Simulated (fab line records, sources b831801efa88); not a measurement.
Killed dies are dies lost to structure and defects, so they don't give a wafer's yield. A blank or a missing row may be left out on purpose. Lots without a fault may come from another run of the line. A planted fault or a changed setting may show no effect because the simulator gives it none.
A struck lot beside a sound one | flow gf180mcu | 15 steps out of a route of 602
Sound: wafers L916.1, L916.3, L916.6. Struck: wafer L926.2. (L926.3 of the same lot was not struck and is left out.) The cause comes at the end.
At each step with rows: each side's tool, then ch and its chambers, then its first start. Under that, the readings that differ: sound wafers | struck wafers | difference of the means | sigmas: that difference in standard deviations of wafers without a fault.
alike: readings whose means differ by less than 2 such deviations, and words and numbers that are the same on both sides. not compared: withheld readings, readings that some wafer has no value for, bounds like >300 that may hide the same value, and numbers for which the record gives no deviation and whose values overlap.
The two part at a step that has a row with sigmas, a row that says differs or no value, or rows on one side only. Numbers that don't overlap but have no deviation are shown without sigmas and don't part them. A reading that every wafer of one side lacks parts them only if that side has two wafers or more.

GF_POLY_GATE_THK_MEAS_01:
  sound on film_metro-01, day 8 17:42; struck on film_metro-03, day 11 15:28
  reading                   | sound             | struck | difference | sigmas
  POLY_GATE_CVD_00_THK (nm) | 196.7 197.6 196.4 | 202.8  | +5.9       | +3
then, 8 steps without rows for these wafers: GF_POLY_GATE_DEHYDRATE_02 (time 60 s); GF_POLY_GATE_HMDS_03 (prime time 60 s); GF_POLY_GATE_COAT_04; GF_POLY_GATE_COAT_05 (resist thk 700 nm); GF_POLY_GATE_SOFTBAKE_06 (time 60 s); GF_POLY_GATE_EXPOSE_07 (exposes mask Poly2, target cd 280 nm); GF_POLY_GATE_PEB_08 (peb time 90 s); GF_POLY_GATE_DEVELOP_09 (develop time 60 s).
GF_POLY_GATE_CD_MEAS_10: target cd 280 nm.
  sound on cd_sem-01, day 9 10:55; struck on cd_sem-02, day 12 10:41
  alike: cd_nm
GF_POLY_GATE_OVL_MEAS_11:
  sound on overlay-02, day 9 11:02; struck on overlay-01, day 12 10:47
  alike: POLY_GATE_OVL
GF_POLY_GATE_ETCH_12: etches BARC in N2/H2.
  sound on rie_diel-01 ch 0,2, day 9 11:05; struck on rie_diel-02 ch 1, day 12 10:49
  alike: drypump_motor_current_A, oes_product_au, rf_fwd_power_W, throttle_valve_pct
GF_POLY_GATE_ETCH_13: etches poly-Si in HBr/Cl2, stops on SiO2, target depth 198.5 nm, time 69.6 s.
  sound on rie_si-02 ch 0,2, day 9 11:08; struck on rie_si-02 ch 2, day 12 10:52
  reading                               | sound             | struck | difference | sigmas
  oes_product_au (a.u.)                 | 0.984 0.990 0.982 | 0.882  | -0.103     | -15
  model.etch.depth_nm (nm)              | 196.7 197.5 196.4 | 164.2  | -32.7      |
  model.POLY_GATE.feature_depth_nm (nm) | 196.7 197.5 196.4 | 164.2  | -32.7      |
  alike: drypump_motor_current_A, rf_fwd_power_W, throttle_valve_pct
  not compared: rf_hours_counter_h
GF_POLY_GATE_STRIP_14: strips in O2/N2.
  sound on plasma_asher-04 ch 0,1, day 9 11:11; struck on plasma_asher-02 ch 1, day 12 10:55
  alike: drypump_motor_current_A, heater_power_w, oes_product_au
  not compared: rf_hours_counter_h
then, 1 step without rows for these wafers: GF_PASSIVATION_PROBE_99.

WHERE THEY PART
First at GF_POLY_GATE_THK_MEAS_01; last, within this record, at GF_POLY_GATE_ETCH_13. Later steps at which nothing parts them and some readings are alike: GF_POLY_GATE_STRIP_14.

WHY: what the simulator had put in
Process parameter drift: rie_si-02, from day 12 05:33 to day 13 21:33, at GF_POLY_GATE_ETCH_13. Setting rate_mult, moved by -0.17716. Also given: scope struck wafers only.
